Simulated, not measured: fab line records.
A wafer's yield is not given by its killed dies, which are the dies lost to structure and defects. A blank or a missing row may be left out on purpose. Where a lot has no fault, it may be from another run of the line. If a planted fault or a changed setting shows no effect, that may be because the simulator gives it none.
Chamber matching || flow gf180mcu || cmp-01 running GF_V5_CMP_26: 4 sister chambers
The step polishes, stops on SiO2, t overpolish 15 s, target thk 0 nm. 4 wafers are shown with their chamber, then 10 later ones without.

## WAFERS PAIRED WITH THEIR CHAMBERS
{"wafer": "L520.5", "chamber": 0, "motorCurrentA (A)": 10.9}
{"wafer": "L520.6", "chamber": 1, "motorCurrentA (A)": 9.9}
{"wafer": "L522.4", "chamber": 3, "motorCurrentA (A)": 12.4}
{"wafer": "L522.5", "chamber": 2, "motorCurrentA (A)": 9.3}

## WAFERS WITH NO CHAMBER GIVEN
{"wafer": "L522.6", "motorCurrentA (A)": 11.8}
{"wafer": "L525.1", "motorCurrentA (A)": 9.9}
{"wafer": "L525.2", "motorCurrentA (A)": 10.4}
{"wafer": "L525.6", "motorCurrentA (A)": 9.7}
{"wafer": "L529.1", "motorCurrentA (A)": 11.9}
{"wafer": "L529.2", "motorCurrentA (A)": 9.3}
{"wafer": "L529.4", "motorCurrentA (A)": 10.7}
{"wafer": "L530.1", "motorCurrentA (A)": 10.5}
{"wafer": "L530.4", "motorCurrentA (A)": 9.6}
{"wafer": "L530.6", "motorCurrentA (A)": 11.7}

## EACH ONE'S CHAMBER
{"wafer": "L522.6", "from the rows above": "can't be placed: 3 or 0", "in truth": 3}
{"wafer": "L525.1", "from the rows above": "can't be placed: 1 or 2", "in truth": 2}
{"wafer": "L525.2", "from the rows above": "can't be placed: 0 or 1 or 2", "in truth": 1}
{"wafer": "L525.6", "from the rows above": "can't be placed: 1 or 2", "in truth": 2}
{"wafer": "L529.1", "from the rows above": "can't be placed: 3 or 0", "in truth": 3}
{"wafer": "L529.2", "from the rows above": "can't be placed: 2 or 1", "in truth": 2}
{"wafer": "L529.4", "from the rows above": "can't be placed: 0 or 1", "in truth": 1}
{"wafer": "L530.1", "from the rows above": "can't be placed: 0 or 1 or 2", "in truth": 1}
{"wafer": "L530.4", "from the rows above": "can't be placed: 2 or 1", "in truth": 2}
{"wafer": "L530.6", "from the rows above": "can't be placed: 3 or 0", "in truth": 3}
Placed correctly: 0 of 10. Not placeable from these rows: 10 (in 10, the candidates include the true chamber). Wrongly placed: 0.
How it was worked out, from the rows above alone: a wafer's distance from a chamber is the root of the sum, over the readings, of the square of ((its reading less the chamber's mean) divided by the reading's scatter). The wafer belongs to the nearest chamber; if the next one is less than 2 further off, it can't be placed. For every chamber, the mean is computed from those of its wafers that are shown. The scatter: with one shown wafer a chamber, the root of the mean of the squares of how far each hidden wafer lies from its nearest shown one.
